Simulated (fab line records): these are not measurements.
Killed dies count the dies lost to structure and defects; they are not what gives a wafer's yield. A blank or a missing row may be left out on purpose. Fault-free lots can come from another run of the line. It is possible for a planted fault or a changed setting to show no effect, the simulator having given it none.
A lot that was struck, set against a sound lot	flow sky130	32 out of 708 route steps
Sound: these wafers, L369.2, L369.3, L369.6. Struck: wafers L372.3, L372.4, L372.5. Last of all comes the cause.
At each step with rows: each side's tool, then ch and its chambers, then its first start. Under that, the readings that differ: sound wafers	struck wafers	difference of the means	sigmas: that difference in standard deviations of wafers without a fault.
alike: a reading whose means differ by less than 2 such deviations, as well as words and numbers matching on both sides. not compared: withheld readings; readings where some wafer has no value; bounds like >300 that might hide an equal value; numbers whose values overlap and for which the record gives no deviation.
The two part at a step that has a row with sigmas, a row that says differs or no value, or rows on one side only. Numbers that have no deviation but don't overlap get no sigmas and don't part them. A reading missing from all wafers of one side parts the sides only when that side holds two or more wafers.

SKY_PWDE_OVL_MEAS_07:
  struck on overlay-02, day 8 16:02; sound on overlay-02, day 7 15:45
  alike: PWDE_OVL
next, for these wafers, 1 step has no rows: SKY_PWDE_IMPLANT_08.
SKY_PWDE_STRIP_09: strips in O2/N2.
  sound on plasma_asher-04 ch 1, day 7 15:56; struck on plasma_asher-03 ch 0,1, day 8 16:15
  alike: drypump_motor_current_A, o2_flow_sccm, oes_product_au, strip_time_to_endpoint_s
  not compared: rf_hours_counter_h
SKY_PWDE_TW_MEAS_10:
  struck on film_metro-04, day 8 16:20; sound on film_metro-04, day 7 16:02
  alike: PWDE_TW
then, 7 steps without rows for these wafers: SKY_NWELL_DEHYDRATE_03 (time 60 s); SKY_NWELL_HMDS_04 (prime time 60 s); SKY_NWELL_COAT_05 (resist thk 3000 nm); SKY_NWELL_SOFTBAKE_06; SKY_NWELL_EXPOSE_07 (exposes mask NWM, target cd 840 nm); SKY_NWELL_PEB_08; SKY_NWELL_DEVELOP_09 (develop time 60 s).
SKY_NWELL_OVL_MEAS_10:
  struck on overlay-01, day 9 12:23; sound on overlay-01, day 8 12:47
reading	sound	struck	difference	sigmas
NWELL_00_OVL (nm)	2.4 -0.3 2.2	-1.0 -2.0 -1.1	-2.8	-2
SKY_NWELL_IMPLANT_11:
  sound on implanter-01 ch 0, day 8 12:50; struck on implanter-02 ch 0, day 9 12:28
reading	sound	struck	difference	sigmas
beam_energy_keV	399.96 399.99 399.98	457.22 457.27 457.25	+57.27	+99 or more
model.implant.rp_nm (nm)	514.9 514.9 514.9	551.1 551.1 551.1	+36.2	
model.implant.drp_nm (nm)	116.9 116.9 116.9	124.9 124.9 124.9	+8.0	
  alike: end_station_pressure_torr
then, 2 steps without rows for these wafers: SKY_NWELL_IMPLANT_12; SKY_NWELL_IMPLANT_13.
SKY_NWELL_STRIP_14: strips in O2/N2.
  sound on plasma_asher-03 ch 0, day 8 13:16; struck on plasma_asher-03 ch 0,1, day 9 12:54
  alike: drypump_motor_current_A, o2_flow_sccm, oes_product_au, strip_time_to_endpoint_s
  not compared: rf_hours_counter_h
SKY_NWELL_TW_MEAS_15:
  struck on film_metro-04, day 9 12:59; sound on film_metro-04, day 8 13:23
  alike: NWELL_TW
then, 7 steps without rows for these wafers: SKY_NWELL_DEHYDRATE_16 (time 60 s); SKY_NWELL_HMDS_17 (prime time 60 s); SKY_NWELL_COAT_18 (resist thk 3000 nm); SKY_NWELL_SOFTBAKE_19; SKY_NWELL_EXPOSE_20 (exposes mask NWM COMPLEMENT, target cd 840 nm); SKY_NWELL_PEB_21; SKY_NWELL_DEVELOP_22 (develop time 60 s).
SKY_NWELL_OVL_MEAS_23:
  struck on overlay-01, day 10 09:49; sound on overlay-01, day 9 10:10
  alike: NWELL_01_OVL
next, for these wafers, 1 step has no rows: SKY_NWELL_IMPLANT_24.
SKY_NWELL_STRIP_25: strips in O2/N2.
  sound on plasma_asher-01 ch 0, day 9 10:20; struck on plasma_asher-02 ch 0,1, day 10 10:01
reading	sound	struck	difference	sigmas
strip_time_to_endpoint_s (s)	36.68 36.74 36.75	37.13 37.07 37.06	+0.36	+3
  alike: drypump_motor_current_A, o2_flow_sccm, oes_product_au
  not compared: rf_hours_counter_h
SKY_NWELL_TW_MEAS_26:
  struck on film_metro-02, day 10 10:07; sound on film_metro-04, day 9 10:27
reading	sound	struck	difference	sigmas
NWELL_2_TW	506 504 504	485 484 484	-20	-2
then, 1 step without rows for these wafers: SKY_NWELL_CLEAN_27 (cleans in SC1/SC2, time 150 s).
SKY_NWELL_RTA_28: time 30 s.
  sound on rtp_anneal-02 ch 0, day 9 10:34; struck on rtp_anneal-01 ch 0, day 10 10:14
  alike: lamp_power_pct, wafer_temp_C_max
SKY_NWELL_RS_MEAS_29: measures by four-point-probe.
  struck on film_metro-04, day 10 10:42; sound on film_metro-01, day 9 10:40
reading	sound	struck	difference	sigmas
NWELL_RS (ohm/sq)	626.6 626.2 626.1	606.2 606.6 606.7	-19.8	-13
  not compared: hold
-- the record jumps here: 40 days lie between the struck wafers' starts before and after (it left off in module NWELL and takes up again in module PAD_OPEN, whose first step shown is number 708 of the route) --
SKY_PAD_OPEN_PROBE_99:
  struck on prober-02, day 50 16:43; sound on prober-02, day 50 00:21
reading	sound	struck	difference	sigmas
model.etest.nfet_16v.r_on_ohm_um	1.449e+04 1.458e+04 1.445e+04	1.512e+04 1.508e+04 1.527e+04	+6.500e+02	
model.etest.res_nwell.line_ohm_um	1016 1005 1054	947.1 950.9 956.7	-73.4	
model.etest.res_nwell.rs_ohm_sq	872.9 858.2 908.1	807.2 802.6 799.9	-76.5	
model.etest.pfet_g5v0d10v5.r_on_ohm_um	4706 4717 4677	4630 4623 4669	-59	
model.etest.tip_p_5v.rs_ohm_sq	2810 2801 2817	2783 2787 2775	-28	
model.etest.pfet_16v.drive_ua_um	254.7 255.8 231	263.2 263.4 263.2	+16.1	
model.etest.pfet_g5v0d10v5.drive_ua_um	349.3 345.7 350	353.1 355.1 354.3	+5.8	
  alike: killed_at_M0_to_M3, killed_at_M4_up, killed_at_contacts, killed_at_front_end, killed_at_other, killed_dies, killed_open, killed_short
  not compared: model.etest.nfet_16v.drive_ua_um

## WHERE THEY PART
First at SKY_NWELL_OVL_MEAS_10; last, within this record, at SKY_NWELL_RS_MEAS_29. Later steps at which nothing parts them and some readings are alike: SKY_PAD_OPEN_PROBE_99.

WHY: what the simulator had put in
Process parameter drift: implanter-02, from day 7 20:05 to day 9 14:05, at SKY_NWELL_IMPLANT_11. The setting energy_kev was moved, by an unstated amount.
